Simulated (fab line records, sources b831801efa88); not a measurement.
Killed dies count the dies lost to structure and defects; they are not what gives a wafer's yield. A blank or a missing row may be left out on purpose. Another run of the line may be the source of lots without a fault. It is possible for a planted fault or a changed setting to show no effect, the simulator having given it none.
What tool caused it? + flow sky130 + 24 lots, 72 wafers sampled, at 3 steps of a route of 708

== WHAT EACH GAUGE READ, for each wafer ==
SKY_VIA2_THK_MEAS_23: measures by xrf.
| lot  | measured     | on            | VIA2_W_THK (nm) |
|------|--------------|---------------|-----------------|
| L074 | day 36 16:46 | film metro-04 | 464 442 456     |
| L075 | day 37 02:44 | film metro-04 | 461 456 440     |
| L076 | day 37 07:17 | film metro-01 | 455 440 446     |
| L077 | day 37 21:42 | film metro-01 | 450 467 469     |
| L079 | day 38 16:50 | film metro-01 | 440 437 437     |
| L080 | day 38 17:49 | film metro-04 | 436 430 436     |
| L078 | day 38 18:04 | film metro-02 | 445 439 444     |
| L081 | day 38 20:37 | film metro-01 | 436 437 436     |
| L082 | day 39 15:28 | film metro-01 | 436 436 436     |
| L083 | day 39 18:11 | film metro-04 | 432 431 433     |
| L085 | day 39 23:11 | film metro-01 | 438 442 445     |
| L084 | day 40 04:59 | film metro-02 | 441 446 445     |
| L086 | day 40 09:14 | film metro-02 | 434 436 430     |
| L087 | day 40 18:55 | film metro-01 | 442 446 447     |
| L088 | day 40 23:59 | film metro-04 | 436 436 448     |
| L089 | day 41 08:40 | film metro-04 | 438 438 438     |
| L090 | day 41 15:08 | film metro-02 | 451 454 468     |
| L092 | day 42 05:04 | film metro-01 | 444 436 443     |
| L091 | day 42 10:34 | film metro-02 | 471 453 472     |
| L093 | day 42 11:34 | film metro-02 | 445 439 440     |
| L094 | day 42 19:22 | film metro-04 | 435 433 437     |
| L096 | day 43 02:34 | film metro-04 | 452 465 450     |
| L095 | day 43 07:56 | film metro-01 | 464 458 472     |
| L097 | day 43 20:55 | film metro-02 | 440 448 452     |

== EACH LOT AND THE TOOL THAT RAN IT (in order: tool; ch and the chambers of the sampled wafers; start) ==
| lot  | SKY_METAL2_SPUTTER_02        | SKY_VIA2_ETCH_15                   |
|------|------------------------------|------------------------------------|
| L074 | pvd sputter-02, day 34 08:55 | rie diel-04 ch 0,1,3, day 36 15:49 |
| L075 | pvd sputter-02, day 34 18:37 | rie diel-01 ch 2,3, day 37 01:46   |
| L076 | pvd sputter-02, day 34 23:04 | rie diel-04 ch 1,2,3, day 37 06:19 |
| L077 | pvd sputter-02, day 35 13:58 | rie diel-04 ch 1,2, day 37 20:41   |
| L079 | pvd sputter-03, day 36 10:08 | rie diel-01 ch 1,2,3, day 38 15:52 |
| L080 | pvd sputter-02, day 36 10:22 | rie diel-02 ch 0,2,3, day 38 16:52 |
| L078 | pvd sputter-03, day 36 10:43 | rie diel-04 ch 0,2,3, day 38 17:03 |
| L081 | pvd sputter-03, day 36 13:08 | rie diel-02 ch 0,1,2, day 38 19:37 |
| L082 | pvd sputter-04, day 37 08:53 | rie diel-02 ch 0,1,3, day 39 14:30 |
| L083 | pvd sputter-04, day 37 12:08 | rie diel-02 ch 2,3, day 39 17:13   |
| L085 | pvd sputter-03, day 37 17:52 | rie diel-01 ch 0,2,3, day 39 22:12 |
| L084 | pvd sputter-02, day 37 23:28 | rie diel-02 ch 0,1,3, day 40 04:00 |
| L086 | pvd sputter-04, day 38 03:20 | rie diel-01 ch 0,2, day 40 08:15   |
| L087 | pvd sputter-03, day 38 13:14 | rie diel-01 ch 2,3, day 40 17:53   |
| L088 | pvd sputter-03, day 38 19:02 | rie diel-01 ch 1,2,3, day 40 23:00 |
| L089 | pvd sputter-04, day 39 04:17 | rie diel-01 ch 2,3, day 41 07:42   |
| L090 | pvd sputter-03, day 39 10:27 | rie diel-01 ch 0,1,2, day 41 14:08 |
| L092 | pvd sputter-03, day 40 02:38 | rie diel-04 ch 0,2,3, day 42 04:04 |
| L091 | pvd sputter-02, day 40 05:55 | rie diel-02 ch 0,1,3, day 42 09:35 |
| L093 | pvd sputter-02, day 40 07:31 | rie diel-01 ch 0,1,3, day 42 10:37 |
| L094 | pvd sputter-04, day 40 16:55 | rie diel-04 ch 1,2,3, day 42 18:25 |
| L096 | pvd sputter-02, day 40 23:52 | rie diel-02 ch 0,1,2, day 43 01:34 |
| L095 | pvd sputter-04, day 41 05:52 | rie diel-02 ch 1,2,3, day 43 06:54 |
| L097 | pvd sputter-03, day 41 18:51 | rie diel-02 ch 0,3, day 43 19:56   |
- SKY_METAL2_SPUTTER_02: material AlCu, target thk 250 nm, time 13.3 s.
- SKY_VIA2_ETCH_15: etches SiO2 in C4F8/O2/Ar, stops on TiN, target depth 546 nm, time 84 s.

== AS READ BY THE TOOLS THEMSELVES (means over the sampled wafers that have a number; for cases with no such wafer, the mark the record gives instead) ==
SKY_METAL2_SPUTTER_02.
| lot  | tool           | throttle valve pct (%) |
|------|----------------|------------------------|
| L074 | pvd sputter-02 | 30.3                   |
| L075 | pvd sputter-02 | 30.3                   |
| L076 | pvd sputter-02 | 29.8                   |
| L077 | pvd sputter-02 | 28.3                   |
| L079 | pvd sputter-03 | 30.1                   |
| L080 | pvd sputter-02 | 29.6                   |
| L078 | pvd sputter-03 | 29.6                   |
| L081 | pvd sputter-03 | 29.5                   |
| L082 | pvd sputter-04 | 30.2                   |
| L083 | pvd sputter-04 | 30.3                   |
| L085 | pvd sputter-03 | 30.5                   |
| L084 | pvd sputter-02 | 29.3                   |
| L086 | pvd sputter-04 | 30.4                   |
| L087 | pvd sputter-03 | 29.6                   |
| L088 | pvd sputter-03 | 30.1                   |
| L089 | pvd sputter-04 | 30.3                   |
| L090 | pvd sputter-03 | 30.1                   |
| L092 | pvd sputter-03 | 29.9                   |
| L091 | pvd sputter-02 | 29.5                   |
| L093 | pvd sputter-02 | 28.0                   |
| L094 | pvd sputter-04 | 29.8                   |
| L096 | pvd sputter-02 | 30.2                   |
| L095 | pvd sputter-04 | 29.7                   |
| L097 | pvd sputter-03 | 30.9                   |

SKY_VIA2_ETCH_15.
| lot  | tool        | bias w (W) | oes product au (a.u.) |
|------|-------------|------------|-----------------------|
| L074 | rie diel-04 | 1196       | 0.943                 |
| L075 | rie diel-01 | 1200       | 0.938                 |
| L076 | rie diel-04 | 1204       | 0.939                 |
| L077 | rie diel-04 | 1198       | 0.937                 |
| L079 | rie diel-01 | 1196       | 0.943                 |
| L080 | rie diel-02 | 1198       | 0.939                 |
| L078 | rie diel-04 | 1199       | 0.935                 |
| L081 | rie diel-02 | 1202       | 0.941                 |
| L082 | rie diel-02 | 1200       | 0.941                 |
| L083 | rie diel-02 | 1202       | 0.938                 |
| L085 | rie diel-01 | 1200       | 0.946                 |
| L084 | rie diel-02 | 1200       | 0.945                 |
| L086 | rie diel-01 | 1199       | 0.943                 |
| L087 | rie diel-01 | 1200       | 0.939                 |
| L088 | rie diel-01 | 1200       | 0.940                 |
| L089 | rie diel-01 | 1203       | 0.946                 |
| L090 | rie diel-01 | 1200       | 0.944                 |
| L092 | rie diel-04 | 1203       | 0.936                 |
| L091 | rie diel-02 | 1198       | 0.939                 |
| L093 | rie diel-01 | 1201       | 0.937                 |
| L094 | rie diel-04 | 1197       | 0.939                 |
| L096 | rie diel-02 | 1199       | 0.936                 |
| L095 | rie diel-02 | 1201       | 0.936                 |
| L097 | rie diel-02 | 1203       | 0.941                 |

== THE ANSWER, worked out from the rows above alone ==
Rule: the lots themselves supply what counts as usual. The widest of any qualifying gaps counts: lots, ordered by their means at a reading, are off when they make up no more than a third of the lots, leave a main group of 4 or more, and stand apart from it by 3 or more times the standard deviation of that group's means. A main group whose means are all the same, to the digits that the tables above print for the reading, isn't used. A lot without any number at a reading at which 4 lots or more have one is off too. The other lots that the step has rows for count as sound. The gauges are gone through in route order, then the tools' own readings, and for those a lot's mean is taken as printed above. At the first step where some lot is off, the reading lying furthest off is the one used; lots without a number count as furthest.
No lot is off at any reading shown: from this, nothing can be told.

== WHAT THE SIMULATOR HAD INSERTED ==
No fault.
